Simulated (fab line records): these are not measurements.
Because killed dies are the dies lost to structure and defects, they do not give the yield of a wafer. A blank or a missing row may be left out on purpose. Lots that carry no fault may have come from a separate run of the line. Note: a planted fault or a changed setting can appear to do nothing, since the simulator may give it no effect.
Chamber matching / flow sky130 / rie-diel-04 running SKY_VIA1_ETCH_15: 4 sister chambers
The step etches SiO2 in C4F8/O2/Ar, stops on TiN, target depth 351 nm, time 54 s. 4 wafers are shown with their chamber, then 7 later ones without.

## WAFERS WITH THEIR CHAMBER
wafer=L076.4; chamber=0; oes-product-au (a.u.)=0.978
wafer=L090.5; chamber=2; oes-product-au (a.u.)=0.980
wafer=L093.2; chamber=1; oes-product-au (a.u.)=0.978
wafer=L093.4; chamber=3; oes-product-au (a.u.)=0.973

## WAFERS WITHOUT THEIR CHAMBER
wafer=L093.6; oes-product-au (a.u.)=0.979
wafer=L097.1; oes-product-au (a.u.)=0.982
wafer=L097.5; oes-product-au (a.u.)=0.983
wafer=L097.6; oes-product-au (a.u.)=0.978
wafer=L096.1; oes-product-au (a.u.)=0.983
wafer=L096.2; oes-product-au (a.u.)=0.970
wafer=L096.5; oes-product-au (a.u.)=0.987

## CHAMBER TAKEN BY EACH
wafer=L093.6; from the rows above=can't be placed: 0 or 1 or 2 or 3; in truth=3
wafer=L097.1; from the rows above=can't be placed: 2 or 0 or 1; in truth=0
wafer=L097.5; from the rows above=can't be placed: 2 or 0 or 1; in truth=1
wafer=L097.6; from the rows above=can't be placed: 0 or 1 or 2 or 3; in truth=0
wafer=L096.1; from the rows above=can't be placed: 2 or 0 or 1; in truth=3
wafer=L096.2; from the rows above=can't be placed: 3 or 0 or 1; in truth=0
wafer=L096.5; from the rows above=can't be placed: 2 or 0 or 1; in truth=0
Placed correctly: 0 of 7. Unplaceable from these rows: 7, with the true chamber sitting among the candidates in 6. 0 placed wrongly.
How it was worked out, from the rows above alone: a wafer's distance from a chamber is the root of the sum, over the readings, of the square of ((its reading less the chamber's mean) divided by the reading's scatter). The wafer belongs to the nearest chamber; if the next one is less than 2 further off, it can't be placed. A chamber's mean is the mean of its shown wafers. The scatter: root of mean squared gap, hidden wafer to nearest shown wafer, with one shown wafer a chamber.
